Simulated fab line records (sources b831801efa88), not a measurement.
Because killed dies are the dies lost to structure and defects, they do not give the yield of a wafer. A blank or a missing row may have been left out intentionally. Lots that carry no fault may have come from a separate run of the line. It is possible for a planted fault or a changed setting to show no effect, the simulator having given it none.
A lot that was struck, set against a sound lot	flow sky130	18 steps out of a route of 708
Sound: wafers L972.1, L972.3, L972.4. Struck: wafers L989.3, L989.4, L989.6. The cause is given at the end.
For every step that has rows: the tool of each side, followed by ch and its chambers, followed by its first start. Under that, the readings that differ: sound wafers	struck wafers	difference of the means	sigmas: that difference in standard deviations of wafers without a fault.
alike: same words and numbers on both sides, and readings whose means sit less than 2 such deviations apart. not compared: any withheld reading, any reading some wafer has no value for, any bound like >300 that may hide the same value, and any number with overlapping values for which the record gives no deviation.
Wherever a step has rows on one side only, a row that says differs or no value, or a row with sigmas, the two part there. Non-overlapping numbers with no deviation appear without sigmas and do not part them. A reading missing from all wafers of one side parts the sides only when that side holds two or more wafers.

first, 3 steps without rows for these wafers: SKY_SONOS_ONO_WET_ETCH_18 (etches Si3N4 in H3PO4, target depth 15 nm, time 172 s); SKY_GATE_OXIDE_CLEAN_00 (cleans in SC1/SC2, time 150 s); SKY_GATE_OXIDE_OXIDATION_01 (stabilise 600 s, purge 300 s, target thk 10.268 nm).
SKY_GATE_OXIDE_THK_MEAS_02:
  struck on film metro-03, day 19 01:44; sound on film metro-02, day 13 13:07
  alike: GATE_OXIDE_OXIDATION_00_THK
then, 7 steps without rows for these wafers: SKY_GATE_OXIDE_DEHYDRATE_03 (time 60 s); SKY_GATE_OXIDE_HMDS_04 (prime time 60 s); SKY_GATE_OXIDE_COAT_05 (resist thk 1140 nm); SKY_GATE_OXIDE_SOFTBAKE_06 (time 60 s); SKY_GATE_OXIDE_EXPOSE_07 (exposes mask LVOM, target cd 600 nm); SKY_GATE_OXIDE_PEB_08; SKY_GATE_OXIDE_DEVELOP_09 (develop time 60 s).
SKY_GATE_OXIDE_OVL_MEAS_10:
  struck on overlay-01, day 20 09:29; sound on overlay-01, day 14 14:58
  alike: GATE_OXIDE_OVL
SKY_GATE_OXIDE_IMPLANT_11:
  sound on implanter-04 ch 0, day 14 15:00; struck on implanter-02 ch 0, day 20 09:34
reading	sound	struck	difference	sigmas
dose ions cm2	2.6e+12 2.603e+12 2.603e+12	1.56e+12 1.565e+12 1.562e+12	-1.04e+12	-99 or more
faraday current uA	15.14 14.99 14.49	8.80 9.00 8.63	-6.06	-21
  alike: end station pressure torr
then, 1 step without rows for these wafers: SKY_GATE_OXIDE_WET_ETCH_12 (etches SiO2 in dHF, target depth 16.8 nm, time 336 s).
SKY_GATE_OXIDE_STRIP_13: strips in O2/N2.
  sound on plasma asher-03 ch 0,1, day 14 15:15; struck on plasma asher-02 ch 0,1, day 20 09:48
  alike: drypump motor current A, n2 flow sccm, oes product au, strip time to endpoint s
  not compared: rf hours counter h
SKY_GATE_OXIDE_TW_MEAS_14:
  struck on film metro-01, day 20 09:53; sound on film metro-03, day 14 15:21
reading	sound	struck	difference	sigmas
GATE_OXIDE_TW	226.1 224.4 225.1	198.3 198.2 198.2	-27.0	-16
then, 1 step without rows for these wafers: SKY_GATE_OXIDE_CLEAN_15 (cleans in SC1/SC2, time 150 s).
-- the record jumps here: 30 days lie between the struck wafers' starts before and after (it left off in module GATE_OXIDE and takes up again in module PAD_OPEN, whose first step shown is number 708 of the route) --
SKY_PAD_OPEN_PROBE_99:
  struck on prober-02, day 50 01:06; sound on prober-02, day 46 05:48
reading	sound	struck	difference	sigmas
model.etest.tip p.rs ohm sq	6903 6946	7424 7459 7424	+511	
model.etest.pfet_01v8.r on ohm um	2918 2917	3268 3336 3299	+384	
model.etest.nfet_01v8_lvt.drive ua um	588.6 587.6	641.5 642.9 647.2	+55.8	
model.etest.nfet_01v8.drive ua um	516 513.2	565.7 562.7 561.6	+48.7	
model.etest.nfet_01v8_turned.drive ua um	514.5 516	567.9 561.7 566.8	+50.2	
model.etest.nfet_01v8_swapped.drive ua um	517 513.8	564.5 560.1 566.5	+48.3	
model.etest.sram nfet pass.drive ua um	521.2 492.4	558.9 557.8 538.3	+44.9	
model.etest.nfet_01v8.r on ohm um	835.3 821.6	790.8 783.1 783.8	-42.6	
  alike: killed_at_M0_to_M3, killed_at_M4_up, killed at contacts, killed at front end, killed at other, killed dies, killed open, killed short

WHERE THEY PART
Last at SKY_GATE_OXIDE_TW_MEAS_14 as far as this record goes, first at SKY_GATE_OXIDE_IMPLANT_11. Later steps at which nothing parts them and some readings are alike: SKY_PAD_OPEN_PROBE_99.

WHY: the cause the simulator had injected
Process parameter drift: implanter-02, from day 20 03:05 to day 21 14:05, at SKY_GATE_OXIDE_IMPLANT_11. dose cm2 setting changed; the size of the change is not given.
